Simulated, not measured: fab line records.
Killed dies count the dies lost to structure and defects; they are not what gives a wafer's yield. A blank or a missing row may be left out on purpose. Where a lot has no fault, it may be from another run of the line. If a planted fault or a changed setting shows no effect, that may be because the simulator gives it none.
The tool behind it: which one?	flow sky130	14 lots (42 wafers sampled), 1 step of a 708-step route

## WHAT THE GAUGES READ, wafer by wafer
The record holds no reading of a measuring or inspecting step that can be judged against a usual standard deviation.

## TOOL THAT RAN EACH LOT (tool first, then ch and the chambers of the sampled wafers, then the start)
lot	SKY_LDD_P_EXPOSE_04
L380	iline_stepper-01 ch 0, day 19 04:55
L381	iline_stepper-01 ch 0, day 19 05:41
L383	iline_stepper-01 ch 0, day 19 11:31
L384	iline_stepper-01 ch 0, day 19 23:44
L388	iline_stepper-02, day 21 13:43
L387	iline_stepper-02, day 21 14:38
L394	iline_stepper-02 ch 0, day 23 19:07
L395	iline_stepper-02 ch 0, day 24 06:49
L397	iline_stepper-01 ch 0, day 24 18:17
L398	iline_stepper-02 ch 0, day 25 01:16
L399	iline_stepper-02 ch 0, day 25 04:55
L401	iline_stepper-01 ch 0, day 26 02:33
L403	iline_stepper-01 ch 0, day 26 07:56
L402	iline_stepper-01 ch 0, day 26 11:02
- SKY_LDD_P_EXPOSE_04: exposes mask PSDM, target cd 380 nm.

## WHAT THE TOOLS THEMSELVES READ (means of the sampled wafers that have a number; where no wafer has one, the mark that the record gives instead)
SKY_LDD_P_EXPOSE_04. Usual: exposure_dose_mJ_cm2 137.95, standard deviation 0.14; focus_offset_nm 0.0 nm, standard deviation 0.54.
lot	tool	exposure_dose_mJ_cm2	focus_offset_nm (nm)	flag
L380	iline_stepper-01	137.95	0.2	
L381	iline_stepper-01	137.95	0.3	
L383	iline_stepper-01	137.87	0.6	
L384	iline_stepper-01	137.84	0.1	
L388	iline_stepper-02	-	-	OFF
L387	iline_stepper-02	-	-	OFF
L394	iline_stepper-02	137.91	-0.1	
L395	iline_stepper-02	138.08	0.4	
L397	iline_stepper-01	138.04	0.1	
L398	iline_stepper-02	137.74	-0.7	
L399	iline_stepper-02	138.11	-0.1	
L401	iline_stepper-01	137.83	-0.1	
L403	iline_stepper-01	137.85	-0.2	
L402	iline_stepper-01	138.05	0.5	

## THE ANSWER, worked out from the rows above alone
Rule: lot off if the mean of its wafers having a number is beyond 3 standard deviations from the usual mean. Also off: a lot with no number at a reading for which 4 or more lots have one. Where the step has rows for the other lots, those lots are counted as sound. Order of review: gauges by route order, followed by the tools' own readings, for which a lot's mean as printed above is used. The first step at which some lot is off is used, and at that step the reading that is off furthest; a lot without a number counts as furthest.
Off at SKY_LDD_P_EXPOSE_04 (exposure_dose_mJ_cm2): L388, L387. Without a number there: L388, L387.
If a tool, at that step or one of the process steps before it, ran each lot that is off and ran no sound lot following the first of them, it fits. None of those tried fits.

## WHAT WAS PUT IN BY THE SIMULATOR
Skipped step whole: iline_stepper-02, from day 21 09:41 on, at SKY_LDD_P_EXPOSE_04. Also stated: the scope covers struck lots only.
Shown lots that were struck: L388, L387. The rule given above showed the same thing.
